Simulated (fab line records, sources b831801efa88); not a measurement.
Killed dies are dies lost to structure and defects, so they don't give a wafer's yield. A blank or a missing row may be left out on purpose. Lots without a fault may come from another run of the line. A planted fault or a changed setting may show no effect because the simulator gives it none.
fab line records | flow gf180mcu
record lots=6 wafers=18 last_day=34
route steps=602 shown M4@475 V4@476
lots that met no fault: from a run of the same line without faults
start_h: hours from the record's first day to the start of the lot's first wafer shown | wait_h: hours since the lot's step before | " the same as in the row above | L1.1+2: a row that stands for several wafers | - no value, or no start given | * or withheld: withheld | < > ~ a bound
route shown NAME@n: a module of which the file shows steps, and the number in the route of the first | usual: mean/standard deviation of fault-free wafers | same: alike in all rows | chamber/n: place in a boat | sites: the reading at each site | _std_site: their standard deviation | _edge_site: outer sites' mean less inner sites' | radius_mm: how far each site lies from the wafer's centre | mask NAME#n: copy n | behind: the tool/chamber that last shaped the wafer | hold: why the lot was held/for how many hours/how that ended | device: the transistor (n, p or np) that didn't switch | end of line: the same wafers' tests at the end of the route | a step without rows: its recipe alone | killed: dies lost to structure and defects at the first sort, not the wafer's yield | map: a wafer's dies, x killed, . not, _ none there
set.NAME: the setting as run; set.NAME@STEP: as run at that earlier step | model.NAME: the simulator's own value behind a step, which no gauge read
lots at some steps of the route; a table a step, a row a wafer
services: from which hour (start_h, from the record's first day; less than 0 if before it) a tool's chamber was out of use, for how many hours, and why
## steps
# step GF_M4_CLEAN_19
# recipe chemistry=DIW dry=n2_spin
# step GF_V4_CVD_00
# recipe material=SiO2 target_thk_nm=600 sigma_open_frac=0.3 temp_c=400 time_s=100 sih4_flow_sccm=60 pressure_mtorr=6
# step GF_V4_THK_MEAS_01
# recipe reads=SiO2_of_V4_CVD_00
# usual V4_CVD_00_THK=599/7.3
# columns lot.wafer tool chamber start_h wait_h V4_CVD_00_THK[nm]
L613.1 film_metro-01 - 584.81 0.0 597
L613.4 " - " " 600
L613.6 " - " " 593
L618.4 film_metro-03 - 620.42 0.1 590
L618.5 " - " " 599
L618.6 " - " " 595
L624.3 film_metro-04 - 670.31 0.1 601
L624.4 " - " " 604
L624.6 " - " " 597
L625.1 film_metro-01 - 679.15 0.0 602
L625.3 " - " " 600
L625.4 " - " " 593
L629.3 film_metro-03 - 703.09 0.1 592
L629.4 " - " " 587
L629.6 " - " " 607
L630.2 film_metro-04 - 708.70 0.0 595
L630.3 " - " " 600
L630.5 " - " " 592
# step GF_V4_CVD_02
# recipe material=SiO2 target_thk_nm=850 precursor=TEOS temp_c=400 time_s=94.851 rf_w=600
# usual heater_power_w=735/120
# columns lot.wafer tool chamber start_h wait_h heater_power_w
L613.1 pecvd-02 0 584.87 0.1 970
L613.4 " 0 " " 1025
L613.6 " 1 " " 861
L618.4 pecvd-02 1 620.48 0.1 823
L618.5 " 2 " " 673
L618.6 " 0 " " 811
L624.3 pecvd-02 1 670.35 0.0 802
L624.4 " 2 " " 648
L624.6 " 1 " " 850
L625.1 pecvd-01 0 679.21 0.1 716
L625.3 " 2 " " 767
L625.4 " 2 " " 604
L629.3 pecvd-02 2 703.13 0.0 690
L629.4 " 1 " " 861
L629.6 " 2 " " 554
L630.2 pecvd-03 0 708.75 0.0 674
L630.3 " 2 " " 589
L630.5 " 1 " " 636
# step GF_V4_THK_MEAS_03
# recipe reads=SiO2_of_V4_CVD_02
# usual V4_CVD_02_THK=844/11
# columns lot.wafer tool chamber start_h wait_h V4_CVD_02_THK[nm]
L613.1 film_metro-04 - 584.94 0.0 837
L613.4 " - " " 851
L613.6 " - " " 858
L618.4 film_metro-04 - 620.55 0.0 869
L618.5 " - " " 856
L618.6 " - " " 852
L624.3 film_metro-01 - 670.44 0.1 843
L624.4 " - " " 857
L624.6 " - " " 853
L625.1 film_metro-03 - 679.28 0.0 842
L625.3 " - " " 845
L625.4 " - " " 851
L629.3 film_metro-03 - 703.22 0.1 828
L629.4 " - " " 858
L629.6 " - " " 847
L630.2 film_metro-01 - 708.83 0.0 832
L630.3 " - " " 844
L630.5 " - " " 838
# step GF_V4_CMP_04
# recipe material=SiO2 down_force_psi=4 platen_rpm=60 pad_velocity_m_s=0.94248
# usual motor_current_A=12.7/1.8 time_to_endpoint_s=79/5.8
# columns lot.wafer tool chamber start_h wait_h motor_current_A time_to_endpoint_s
L613.1 cmp-02 2 585.10 0.1 13.1 79
L613.4 " 3 " " 10.5 79
L613.6 " 1 " " 13.6 84
L618.4 cmp-02 2 620.63 0.1 13.2 83
L618.6 " 1 " " 13.9 76
L618.5 " 2 " " 12.7 83
L624.4 cmp-01 2 670.53 0.1 13.8 87
L624.3 " 3 " " 13.2 81
L624.6 " 1 " " 14.7 92
L625.4 cmp-02 3 679.34 0.0 10.5 73
L625.3 " 0 " " 9.3 77
L625.1 " 1 " " 13.2 77
L629.3 cmp-01 1 703.36 0.1 15.5 83
L629.4 " 2 " " 14.6 89
L629.6 " 0 " " 13.6 82
L630.2 cmp-02 1 708.88 0.0 14.1 73
L630.3 " 0 " " 9.5 78
L630.5 " 2 " " 13.8 78
# step GF_V4_BOW_MEAS_05
# recipe mode=bow
# usual V4_BOW=134/9.7
# columns lot.wafer tool chamber start_h wait_h V4_BOW[um]
L613.1 film_metro-04 - 585.30 0.1 149
L613.4 " - " " 147
L613.6 " - " " 139
L618.4 film_metro-01 - 620.94 0.3 153
L618.5 " - " " 147
L618.6 " - " " 148
L624.3 film_metro-04 - 670.82 0.2 122
L624.4 " - " " 120
L624.6 " - " " 123
L625.1 film_metro-01 - 679.64 0.1 138
L625.3 " - " " 134
L625.4 " - " " 148
L629.3 film_metro-03 - 703.60 0.2 107
L629.4 " - " " 108
L629.6 " - " " 108
L630.2 film_metro-03 - 709.20 0.3 128
L630.3 " - " " 130
L630.5 " - " " 126
# step GF_V4_DEHYDRATE_06
# recipe temp_c=200 time_s=60
# step GF_V4_HMDS_07
# recipe prime_time_s=60 prime_temp_c=120
# step GF_V4_COAT_08
# recipe resist=BARC temp_c=withheld time_s=withheld spin_rpm=withheld resist_thk_nm=withheld
# step GF_V4_COAT_09
# recipe resist=KrF spin_rpm=withheld resist_thk_nm=1000
# step GF_V4_SOFTBAKE_10
# recipe temp_c=130 time_s=60 resist=KrF
# step GF_V4_EXPOSE_11
# recipe mask_id=Via4 target_cd_nm=260 na=0.68 source_shape=conventional sigma_outer=0.6 dose_mj=38
# usual exposure_dose_mJ_cm2=38.01/0.034 focus_offset_nm=0.0/0.5 na=0.68/0
# columns lot.wafer tool chamber start_h wait_h mask exposure_dose_mJ_cm2 focus_offset_nm na
L613.1 krf_scanner-02 0 595.87 - Via4#0 37.92 0.1 0.68
L613.4 " 0 " " Via4#0 37.98 0.2 0.68
L613.6 " 0 " " Via4#0 38.02 0.0 0.68
L618.4 krf_scanner-02 0 631.43 - Via4#0 37.96 0.1 0.68
L618.5 " 0 " " Via4#0 38.00 0.4 0.68
L618.6 " 0 " " Via4#0 37.99 -0.1 0.68
L624.3 krf_scanner-02 - 680.60 - Via4#0 - - -
L624.4 " - " " Via4#0 - - -
L624.6 " - " " Via4#0 - - -
L625.1 krf_scanner-01 - 689.96 - Via4#0 - - -
L625.3 " - " " Via4#0 - - -
L625.4 " - " " Via4#0 - - -
L629.3 krf_scanner-01 0 713.04 - Via4#0 37.98 -0.2 0.68
L629.4 " 0 " " Via4#0 38.02 0.1 0.68
L629.6 " 0 " " Via4#0 38.01 -0.7 0.68
L630.2 krf_scanner-02 0 718.64 - Via4#0 38.07 0.0 0.68
L630.3 " 0 " " Via4#0 38.05 0.5 0.68
L630.5 " 0 " " Via4#0 38.03 -0.1 0.68
# step GF_V4_PEB_12
# recipe peb_temp_c=135 peb_time_s=90 resist=KrF
## services
# columns tool chamber start_h hours kind
pecvd-03 - 561.74 3.0 repair
krf_scanner-01 - 566.12 4.0 pm
cmp-01 - 572.26 4.0 pm
cmp-01 - 589.51 4.4 pm
pecvd-02 - 589.87 1.1 repair
pecvd-02 - 591.12 14.0 pm
pecvd-02 0 591.12 14.0 vent_cycle
pecvd-02 1 591.12 14.0 vent_cycle
pecvd-02 2 591.12 14.0 vent_cycle
cmp-02 - 597.20 5.4 pm
krf_scanner-02 - 599.90 1.0 pm
cmp-01 - 602.57 4.2 pm
krf_scanner-01 - 605.05 0.7 repair
pecvd-02 0 605.12 - clean
pecvd-02 1 606.81 3.9 repair
cmp-01 - 609.56 0.3 repair
krf_scanner-02 - 614.76 0.8 pm
cmp-02 - 663.64 7.6 repair
pecvd-02 0 671.61 4.1 repair
krf_scanner-01 - 683.56 1.3 pm
krf_scanner-01 - 685.27 1.0 pm
cmp-02 - 699.23 2.0 repair
krf_scanner-02 - 712.21 1.3 pm
krf_scanner-01 - 715.49 2.4 repair
## key
first_sign step=GF_V4_EXPOSE_11 reading=tool_record direction=missing
effect none on later readings
met_at GF_V4_EXPOSE_11
struck_wafers L624.3,L624.4,L624.6,L625.1,L625.3,L625.4
later_rows_left_out L624.3,L624.4,L624.6,L625.1,L625.3,L625.4
sort_left_out L624.3,L624.4,L624.6,L625.1,L625.3,L625.4
onset_between 631.43 680.60
fault kind=skipped_step_whole tool=krf_scanner-01,krf_scanner-02 chamber=- onset_h=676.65 steps=GF_V4_EXPOSE_11 scope=struck_lots_only
# sort_left_out: the simulated sort isn't trusted on such a fault, so these wafers' sort isn't shown, and their yield isn't known
# later_rows_left_out: the simulator's readings of these wafers behind a module that went badly wrong aren't trusted and aren't shown, but for the sort
